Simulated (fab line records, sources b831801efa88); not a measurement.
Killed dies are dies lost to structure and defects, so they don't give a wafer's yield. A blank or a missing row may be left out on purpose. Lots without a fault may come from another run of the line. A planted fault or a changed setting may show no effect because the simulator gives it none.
Chamber matching | flow sky130 | SKY_VIA3_ETCH_14 on rie_diel-03: 4 sister chambers
The step etches BARC in N2/H2, stops on SiO2, time 45.9 s, target depth 60 nm. 4 wafers are shown with their chamber, then 11 later ones without.

WAFERS WITH THEIR CHAMBER
wafer  | chamber | drypump_motor_current_A (A)
L089.1 | 1       | 6.3
L089.2 | 0       | 5.3
L089.4 | 2       | 6.4
L092.1 | 3       | 6.3

WAFERS WITHOUT THEIR CHAMBER
wafer  | drypump_motor_current_A (A)
L092.3 | 6.5
L092.4 | 5.3
L094.2 | 5.3
L094.4 | 6.3
L094.6 | 6.3
L096.4 | 6.4
L096.5 | 6.3
L096.6 | 6.4
L097.3 | 5.3
L097.4 | 6.3
L097.5 | 6.3

WHICH CHAMBER EACH WENT THROUGH
wafer  | from the rows above     | in truth
L092.3 | 2                       | 2
L092.4 | 0                       | 0
L094.2 | 0                       | 0
L094.4 | can't be placed: 1 or 3 | 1
L094.6 | can't be placed: 1 or 3 | 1
L096.4 | 2                       | 2
L096.5 | can't be placed: 1 or 3 | 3
L096.6 | 2                       | 2
L097.3 | 0                       | 0
L097.4 | can't be placed: 1 or 3 | 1
L097.5 | can't be placed: 1 or 3 | 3
Placed correctly: 6 of 11. Can't be placed from these rows: 5 (the true chamber is among the candidates in 5). Placed wrongly: 0.
How it was worked out, from the rows above alone: a wafer's distance from a chamber is the root of the sum, over the readings, of the square of ((its reading less the chamber's mean) divided by the reading's scatter). The wafer belongs to the nearest chamber; if the next one is less than 2 further off, it can't be placed. A chamber's mean is the mean of its shown wafers. The scatter: with one shown wafer a chamber, the root of the mean of the squares of how far each hidden wafer lies from its nearest shown one.
